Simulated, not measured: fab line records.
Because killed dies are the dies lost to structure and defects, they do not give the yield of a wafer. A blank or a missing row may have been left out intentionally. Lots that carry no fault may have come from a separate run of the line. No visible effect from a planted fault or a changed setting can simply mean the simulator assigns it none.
Which of the tools did it?    flow gf180mcu    7 lots, 19 wafers sampled, at 2 steps of a route of 602

WHAT EACH GAUGE READ, for each wafer
GF_NSD_OVL_MEAS_08.
lot   measured      on          NSD_OVL (nm)
L209  day 13 11:47  overlay-01  -0.9 -1.8 -2.5
L211  day 14 04:53  overlay-02  1.0 1.0 -0.6
L213  day 14 15:41  overlay-01  -1.1 -0.1 -0.1
L217  day 16 15:23  overlay-01  -3.0 -2.7 -3.4
L220  day 18 07:51  overlay-02  -117.1 -116.9 -117.2
L226  day 19 09:11  overlay-01  -0.6 0.4
L230  day 20 18:45  overlay-02  -2.1 -0.5

TOOL THAT RAN EACH LOT (tool first, then ch and the chambers of the sampled wafers, then the start)
lot   GF_NSD_EXPOSE_04
L209  iline_stepper-02 ch 0, day 13 02:11
L211  iline_stepper-01 ch 0, day 13 18:46
L213  iline_stepper-02 ch 0, day 14 05:52
L217  iline_stepper-02 ch 0, day 16 04:35
L220  iline_stepper-02 ch 0, day 17 20:12
L226  iline_stepper-01 ch 0, day 18 21:01
L230  iline_stepper-01 ch 0, day 20 06:38
- GF_NSD_EXPOSE_04: exposes mask Nplus, target cd 400 nm.

THE ANSWER, worked out from the rows above alone
Rule: the lots themselves supply what counts as usual. Put in order of their means at a reading, lots are off if they are a third of the lots or fewer, leave a main group of 4 or more, and stand apart from it by a gap of 3 or more times the standard deviation of the main group's means; of several such gaps the widest counts. Not used: any main group whose means are identical at the precision the tables above print for the reading. Also off: a lot with no number at a reading for which 4 or more lots have one. The other lots that the step has rows for count as sound.
Off: L220, at GF_NSD_OVL_MEAS_08 (NSD_OVL). The main group: mean -1.0 nm, standard deviation 1.2.
A tool fits if, at a process step before that reading, it ran every lot that is off, and no sound lot after the first of them. The gauges at GF_NSD_OVL_MEAS_08 are tried like those tools. One fits: iline_stepper-02 at GF_NSD_EXPOSE_04. Its last sound lot is L217 (day 16 04:35), its first lot that is off L220 (day 17 20:12): a fault that began between those two fits.

WHAT HAD BEEN PUT IN BY THE SIMULATOR
Scanner matching overlay: iline_stepper-02, from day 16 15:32 on, at GF_NSD_EXPOSE_04. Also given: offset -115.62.
Shown lots that were struck: L220. The rule above reached the same finding.
